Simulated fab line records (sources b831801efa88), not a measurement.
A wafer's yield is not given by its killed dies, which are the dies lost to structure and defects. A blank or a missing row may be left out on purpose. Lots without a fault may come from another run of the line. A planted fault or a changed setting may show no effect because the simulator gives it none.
The tool behind it: which one? ; flow sky130 ; Sampling: 6 lots, 18 wafers, 2 of 708 route steps

== WHAT EACH GAUGE READ, for each wafer ==
SKY_VT_ADJUST_NCORE_TW_MEAS_11.
lot;measured;on;VT_ADJUST_NCORE_TW
L112;day 8 22:43;filmMetro-03;217.8 218.9 218.1
L114;day 9 06:40;filmMetro-04;220.9 221.5 220.3
L116;day 10 06:52;filmMetro-04;221.0 219.8 220.5
L123;day 12 07:07;filmMetro-04;220.2 221.8 221.6
L127;day 13 01:37;filmMetro-03;225.3 226.8 224.8
L134;day 15 15:10;filmMetro-02;218.3 217.8 218.2

== TOOL THAT RAN EACH LOT (tool first, then ch and the chambers of the sampled wafers, then the start) ==
lot;SKY_VT_ADJUST_NCORE_IMPLANT_09
L112;implanter-01 ch 0, day 8 22:28
L114;implanter-03 ch 0, day 9 06:25
L116;implanter-02 ch 0, day 10 06:37
L123;implanter-03 ch 0, day 12 06:52
L127;implanter-03 ch 0, day 13 01:22
L134;implanter-02 ch 0, day 15 14:56
- SKY_VT_ADJUST_NCORE_IMPLANT_09

== THE ANSWER, worked out from the rows above alone ==
Rule: the lots themselves supply what counts as usual. The widest of any qualifying gaps counts: lots, ordered by their means at a reading, are off when they make up no more than a third of the lots, leave a main group of 4 or more, and stand apart from it by 3 or more times the standard deviation of that group's means. Not used: any main group whose means are identical at the precision the tables above print for the reading. Also off: a lot with no number at a reading for which 4 or more lots have one. All remaining lots with rows at the step are treated as sound.
Off: L127, at SKY_VT_ADJUST_NCORE_TW_MEAS_11 (VT_ADJUST_NCORE_TW). The main group has a mean of 219.8 with a standard deviation of 1.3.
A tool fits if, at a process step before that reading, it ran every lot that is off, and no sound lot after the first of them. Gauges at SKY_VT_ADJUST_NCORE_TW_MEAS_11: tried the same way as those tools. This does not decide it: 2 tools fit, namely implanter-03 at SKY_VT_ADJUST_NCORE_IMPLANT_09 and filmMetro-03 at SKY_VT_ADJUST_NCORE_TW_MEAS_11.

== WHAT HAD BEEN PUT IN BY THE SIMULATOR ==
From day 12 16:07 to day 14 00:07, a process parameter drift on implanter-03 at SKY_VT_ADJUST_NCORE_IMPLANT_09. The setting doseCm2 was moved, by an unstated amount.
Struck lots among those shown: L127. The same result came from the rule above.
